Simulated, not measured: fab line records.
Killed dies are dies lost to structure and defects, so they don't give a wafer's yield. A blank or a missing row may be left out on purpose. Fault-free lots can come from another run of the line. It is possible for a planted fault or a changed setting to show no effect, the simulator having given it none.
Comparing a struck lot with a sound one	flow sky130	16 steps out of a route of 708
Sound: the wafers L164.1, L164.4, L164.6. Wafers L165.1, L165.3, L165.5 were the ones struck. The cause is given at the end.
Each step with rows lists, per side, the tool, then ch with its chambers, then its first start. Under that, the readings that differ: sound wafers	struck wafers	difference of the means	sigmas: that difference in standard deviations of wafers without a fault.
alike: a reading whose means differ by less than 2 such deviations, as well as words and numbers matching on both sides. not compared: withheld readings; readings where some wafer has no value; bounds like >300 that might hide an equal value; numbers whose values overlap and for which the record gives no deviation.
The two part at a step that has a row with sigmas, a row that says differs or no value, or rows on one side only. Numbers that don't overlap but have no deviation are shown without sigmas and don't part them. A reading missing from all wafers of one side parts the sides only when that side holds two or more wafers.

first, 5 steps without rows for these wafers: SKY_POLY_GATE_COAT_08 (resist thk 450 nm); SKY_POLY_GATE_SOFTBAKE_09 (time 90 s); SKY_POLY_GATE_EXPOSE_10 (exposes mask P1M, target cd 150 nm); SKY_POLY_GATE_PEB_11; SKY_POLY_GATE_DEVELOP_12 (develop time 60 s).
SKY_POLY_GATE_CD_MEAS_13 targets a cd of 150 nm.
  struck on cd-sem-02, day 17 17:53; sound on cd-sem-02, day 17 06:11
  alike: cd-nm
SKY_POLY_GATE_OVL_MEAS_14:
  struck on overlay-02, day 17 18:01; sound on overlay-01, day 17 06:19
  alike: POLY_GATE_OVL
SKY_POLY_GATE_ETCH_15: etches BARC in N2/H2, stops on SiO2, time 118.5 s, target depth 110 nm.
  sound on rie-diel-04 ch 0,1,3, day 17 06:21; struck on rie-diel-04 ch 2,3, day 17 18:02
  alike: drypump-motor-current-A, oes-product-au, throttle-valve-pct
  not compared: rf-hours-counter-h
SKY_POLY_GATE_ETCH_16: etches Si3N4 in CH3F/O2, stops on poly-Si, time 147.5 s, target depth 75 nm.
  sound on rie-diel-04 ch 0,1,3, day 17 06:26; struck on rie-diel-04 ch 2,3, day 17 18:07
  alike: ch3f-flow-sccm, drypump-motor-current-A, oes-product-au, throttle-valve-pct
  not compared: rf-hours-counter-h
SKY_POLY_GATE_ETCH_17: etches poly-Si in HBr/Cl2, stops on SiO2, target depth 180 nm, time 70.5 s.
  sound on rie-si-01 ch 1,2,3, day 17 06:32; struck on rie-si-02 ch 0,2,3, day 17 18:13
  alike: drypump-motor-current-A, oes-product-au, throttle-valve-pct
  not compared: rf-hours-counter-h
SKY_POLY_GATE_STRIP_18: strips in O2/N2.
  sound on plasma-asher-02 ch 0,1, day 17 06:35; struck on plasma-asher-04 ch 0,1, day 17 18:17
  alike: drypump-motor-current-A, o2-flow-sccm, oes-product-au, strip-time-to-endpoint-s
  not compared: rf-hours-counter-h
then, 1 step without rows for these wafers: SKY_POLY_GATE_CLEAN_19 (cleans in SC1/SC2, time 150 s).
SKY_POLY_GATE_OXIDATION_20: stabilise 600 s, purge 300 s, target thk 4 nm.
  sound on furnace-02 ch 0, day 17 13:56; struck on furnace-02 ch 0, day 18 02:33
reading	sound	struck	difference	sigmas
spike-tc-centre-C (C)	849.7 852.8 851.3	879.6 877.5 878.2	+27.2	+18
spike-tc-lower-C (C)	851.6 851.5 852.0	849.0 848.5 847.5	-3.4	-4
spike-tc-upper-C (C)	851.1 850.0 848.8	847.7 848.5 846.2	-2.5	-2
zone-power-centre-pct (%)	17.2 17.6 17.3	26.2 26.5 27.0	+9.2	+10
model.SiO2_of_POLY_GATE_OXIDATION_20.thk-nm (nm)	3.945 3.978 3.944	4.329 4.178 4.046	+0.229	
  alike: spike-tc-top-C
SKY_POLY_GATE_THK_MEAS_21:
  struck on film-metro-02, day 18 03:48; sound on film-metro-02, day 17 15:11
reading	sound	struck	difference	sigmas
POLY_GATE_OXIDATION_THK (nm)	3.89 3.95 3.96	4.31 4.26 4.02	+0.26	+3
SKY_POLY_GATE_CD_MEAS_22:
  struck on cd-sem-02, day 18 03:52; sound on cd-sem-02, day 17 15:14
  alike: cd-nm
-- record jumps: 29 days separate the struck wafers' starts on either side; left off in module POLY_GATE, taken up again in module PAD_OPEN, whose first shown step is the route's number 708 --
SKY_PAD_OPEN_PROBE_99:
  struck on prober-01, day 46 21:26; sound on prober-02, day 46 10:48
reading	sound	struck	difference	sigmas
model.etest.tip-sonos.rs-ohm-sq	2644 2636 2648	2769 2785 2710	+112	
model.etest.tip-n.rs-ohm-sq	438.8 437.6 434.8	451 447.9 444.6	+11	
  alike: killed_at_M0_to_M3, killed_at_M4_up, killed-at-contacts, killed-at-front-end, killed-at-other, killed-dies, killed-on-rim, killed-open, killed-short

## WHERE THEY PART
At SKY_POLY_GATE_OXIDATION_20 first; at SKY_POLY_GATE_THK_MEAS_21 last (within this record only). Later steps at which nothing parts them and some readings are alike: SKY_POLY_GATE_CD_MEAS_22, SKY_PAD_OPEN_PROBE_99.

WHY: what the simulator had put in
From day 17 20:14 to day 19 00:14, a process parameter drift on furnace-02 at SKY_POLY_GATE_OXIDATION_20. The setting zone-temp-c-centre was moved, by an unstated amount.
